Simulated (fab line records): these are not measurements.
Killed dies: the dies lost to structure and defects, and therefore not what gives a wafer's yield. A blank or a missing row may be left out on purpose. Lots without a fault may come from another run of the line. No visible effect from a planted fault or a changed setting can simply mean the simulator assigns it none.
Which of the tools did it? :: flow gf180mcu :: 39 wafers from 13 lots sampled at 5 of the route's 602 steps

## WHAT EACH GAUGE READ, for each wafer
GF_STI_THK_MEAS_30. Usual: STI_OXIDATION_02_THK gives 10.00 nm (standard deviation 0.22).
lot: L502
measured: day 3 01:26
on: film metro-01
STI_OXIDATION_02_THK (nm): 10.10 10.17 10.31
flag: 

lot: L505
measured: day 3 09:35
on: film metro-01
STI_OXIDATION_02_THK (nm): 9.98 10.16 10.16
flag: 

lot: L504
measured: day 3 09:37
on: film metro-04
STI_OXIDATION_02_THK (nm): 10.02 10.28 10.22
flag: 

lot: L506
measured: day 3 09:39
on: film metro-03
STI_OXIDATION_02_THK (nm): 10.35 10.22 10.40
flag: 

lot: L508
measured: day 3 21:00
on: film metro-04
STI_OXIDATION_02_THK (nm): 9.69 9.85 9.53
flag: 

lot: L507
measured: day 3 21:03
on: film metro-01
STI_OXIDATION_02_THK (nm): 9.88 9.91 9.83
flag: 

lot: L510
measured: day 4 03:39
on: film metro-03
STI_OXIDATION_02_THK (nm): 10.21 10.19 10.03
flag: 

lot: L511
measured: day 4 07:43
on: film metro-04
STI_OXIDATION_02_THK (nm): 9.68 9.82 9.75
flag: 

lot: L513
measured: day 4 17:10
on: film metro-03
STI_OXIDATION_02_THK (nm): 10.01 10.00 9.91
flag: 

lot: L519
measured: day 5 20:55
on: film metro-01
STI_OXIDATION_02_THK (nm): 10.45 10.32 10.41
flag: 

lot: L521
measured: day 6 06:57
on: film metro-01
STI_OXIDATION_02_THK (nm): 9.97 10.07 10.05
flag: 

lot: L523
measured: day 6 18:10
on: film metro-03
STI_OXIDATION_02_THK (nm): 9.81 9.76 9.69
flag: 

lot: L524
measured: day 6 22:44
on: film metro-04
STI_OXIDATION_02_THK (nm): 9.91 9.96 9.99
flag: 

GF_VT_IMPLANT_TW_MEAS_43. Usual: VT_IMPLANT_4_TW gives 693 (standard deviation 5.5).
lot: L502
measured: day 8 07:50
on: film metro-02
VT_IMPLANT_4_TW: 695 696 697
flag: 

lot: L505
measured: day 8 20:53
on: film metro-04
VT_IMPLANT_4_TW: 689 689 687
flag: 

lot: L504
measured: day 8 20:18
on: film metro-01
VT_IMPLANT_4_TW: 699 699 700
flag: 

lot: L506
measured: day 8 22:44
on: film metro-01
VT_IMPLANT_4_TW: 697 703 700
flag: 

lot: L508
measured: day 9 10:19
on: film metro-04
VT_IMPLANT_4_TW: 686 690 688
flag: 

lot: L507
measured: day 9 10:44
on: film metro-04
VT_IMPLANT_4_TW: 688 686 691
flag: 

lot: L510
measured: day 9 22:07
on: film metro-04
VT_IMPLANT_4_TW: 695 690 689
flag: 

lot: L511
measured: day 10 01:47
on: film metro-02
VT_IMPLANT_4_TW: 698 702 696
flag: 

lot: L513
measured: day 10 14:59
on: film metro-04
VT_IMPLANT_4_TW: 688 692 687
flag: 

lot: L519
measured: day 12 03:39
on: film metro-04
VT_IMPLANT_4_TW: 686 690 688
flag: 

lot: L521
measured: day 12 16:35
on: film metro-04
VT_IMPLANT_4_TW: 670 668 673
flag: OFF

lot: L523
measured: day 13 06:53
on: film metro-02
VT_IMPLANT_4_TW: 702 698 700
flag: 

lot: L524
measured: day 13 11:14
on: film metro-04
VT_IMPLANT_4_TW: 683 690 689
flag: 

GF_DUAL_GATE_OVL_MEAS_11. Usual: DUAL_GATE_OVL gives -0.8 nm (standard deviation 1.3).
lot: L502
measured: day 9 04:05
on: overlay-01
DUAL_GATE_OVL (nm): -2.4 1.8 0.4
flag: 

lot: L505
measured: day 9 16:59
on: overlay-01
DUAL_GATE_OVL (nm): -1.5 -1.1 -3.3
flag: 

lot: L504
measured: day 9 14:42
on: overlay-01
DUAL_GATE_OVL (nm): -1.9 -2.3 0.2
flag: 

lot: L506
measured: day 9 19:38
on: overlay-01
DUAL_GATE_OVL (nm): -1.5 -1.3 -2.7
flag: 

lot: L508
measured: day 10 06:08
on: overlay-02
DUAL_GATE_OVL (nm): -0.2 0.7 -0.3
flag: 

lot: L507
measured: day 10 06:18
on: overlay-02
DUAL_GATE_OVL (nm): -0.3 0.2 -0.4
flag: 

lot: L510
measured: day 10 17:08
on: overlay-01
DUAL_GATE_OVL (nm): -1.0 -0.3 0.6
flag: 

lot: L511
measured: day 10 23:05
on: overlay-02
DUAL_GATE_OVL (nm): -0.2 1.9 0.8
flag: 

lot: L513
measured: day 11 11:33
on: overlay-01
DUAL_GATE_OVL (nm): -3.2 -1.8 -0.5
flag: 

lot: L519
measured: day 13 00:51
on: overlay-01
DUAL_GATE_OVL (nm): 0.0 -2.5 -1.3
flag: 

lot: L521
measured: day 13 16:23
on: overlay-02
DUAL_GATE_OVL (nm): -1.9 -0.9 -1.2
flag: 

lot: L523
measured: day 14 07:45
on: overlay-02
DUAL_GATE_OVL (nm): -2.4 -2.1 -1.0
flag: 

lot: L524
measured: day 14 10:18
on: overlay-01
DUAL_GATE_OVL (nm): -0.6 0.4 0.5
flag: 

GF_SALICIDE_THK_MEAS_05: measures by xrf. Usual: SALICIDE_TIN_THK gives 19.59 nm (standard deviation 0.23).
lot: L502
measured: day 15 22:01
on: film metro-03
SALICIDE_TIN_THK (nm): 19.69 19.51 19.50
flag: 

lot: L505
measured: day 16 15:12
on: film metro-03
SALICIDE_TIN_THK (nm): 19.46 19.48 19.54
flag: 

lot: L504
measured: day 16 14:31
on: film metro-04
SALICIDE_TIN_THK (nm): 19.45 19.70 19.50
flag: 

lot: L506
measured: day 16 17:55
on: film metro-02
SALICIDE_TIN_THK (nm): 19.49 19.57 19.56
flag: 

lot: L508
measured: day 17 06:55
on: film metro-04
SALICIDE_TIN_THK (nm): 19.37 19.78 19.45
flag: 

lot: L507
measured: day 17 10:05
on: film metro-02
SALICIDE_TIN_THK (nm): 19.70 19.59 19.64
flag: 

lot: L510
measured: day 18 01:19
on: film metro-03
SALICIDE_TIN_THK (nm): 19.38 19.30 19.65
flag: 

lot: L511
measured: day 18 09:40
on: film metro-03
SALICIDE_TIN_THK (nm): 19.91 19.32 19.66
flag: 

lot: L513
measured: day 19 02:04
on: film metro-02
SALICIDE_TIN_THK (nm): 19.23 19.37 19.64
flag: 

lot: L519
measured: day 21 06:24
on: film metro-03
SALICIDE_TIN_THK (nm): 20.04 20.00 20.15
flag: 

lot: L521
measured: day 21 18:31
on: film metro-02
SALICIDE_TIN_THK (nm): 19.35 19.77 19.56
flag: 

lot: L523
measured: day 22 09:58
on: film metro-03
SALICIDE_TIN_THK (nm): 19.82 19.57 20.02
flag: 

lot: L524
measured: day 22 17:19
on: film metro-02
SALICIDE_TIN_THK (nm): 19.24 19.29 19.24
flag: 

## WHAT TOOL EACH LOT RAN ON (gives the tool, then ch and the chambers of the sampled wafers, and finally the start)
lot: L502
GF_VT_IMPLANT_IMPLANT_41: implanter-01 ch 0, day 8 07:35

lot: L505
GF_VT_IMPLANT_IMPLANT_41: implanter-01 ch 0, day 8 20:38

lot: L504
GF_VT_IMPLANT_IMPLANT_41: implanter-03 ch 0, day 8 20:05

lot: L506
GF_VT_IMPLANT_IMPLANT_41: implanter-03 ch 0, day 8 22:29

lot: L508
GF_VT_IMPLANT_IMPLANT_41: implanter-03 ch 0, day 9 10:04

lot: L507
GF_VT_IMPLANT_IMPLANT_41: implanter-01 ch 0, day 9 10:30

lot: L510
GF_VT_IMPLANT_IMPLANT_41: implanter-01 ch 0, day 9 21:52

lot: L511
GF_VT_IMPLANT_IMPLANT_41: implanter-04 ch 0, day 10 01:32

lot: L513
GF_VT_IMPLANT_IMPLANT_41: implanter-03 ch 0, day 10 14:45

lot: L519
GF_VT_IMPLANT_IMPLANT_41: implanter-04 ch 0, day 12 03:26

lot: L521
GF_VT_IMPLANT_IMPLANT_41: implanter-01 ch 0, day 12 16:20

lot: L523
GF_VT_IMPLANT_IMPLANT_41: implanter-03 ch 0, day 13 06:40

lot: L524
GF_VT_IMPLANT_IMPLANT_41: implanter-04 ch 0, day 13 11:00
- GF_VT_IMPLANT_IMPLANT_41

## AS READ BY THE TOOLS THEMSELVES (means over the sampled wafers that have a number; for cases with no such wafer, the mark the record gives instead)
The record holds no such reading with a usual standard deviation.

## THE ANSWER, worked out from the rows above alone
Rule: take the mean of a lot's wafers that have a number; if it is more than 3 standard deviations from the usual mean, the lot is off. Also off: a lot with no number at a reading for which 4 or more lots have one. Where the step has rows for the other lots, those lots are counted as sound. Order of review: gauges by route order, followed by the tools' own readings, for which a lot's mean as printed above is used. At the first step where some lot is off, the reading lying furthest off is the one used; lots without a number count as furthest.
Off: L521, seen at GF_VT_IMPLANT_TW_MEAS_43 (VT_IMPLANT_4_TW).
If a tool, at a process step before that reading, ran all the lots that are off and no sound lot after the first of them, it fits. The gauges at GF_VT_IMPLANT_TW_MEAS_43 are tried like those tools. One fits: GF_VT_IMPLANT_IMPLANT_41 on implanter-01. A fault onset in the window from L510 (day 9 21:52, its last sound lot) to L521 (day 12 16:20, its first lot off) fits.

## WHAT THE SIMULATOR PUT IN
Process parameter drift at GF_VT_IMPLANT_IMPLANT_41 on implanter-01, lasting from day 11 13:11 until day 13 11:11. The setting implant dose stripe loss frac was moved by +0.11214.
Struck lots among those shown: L521. Same finding as the rule above.
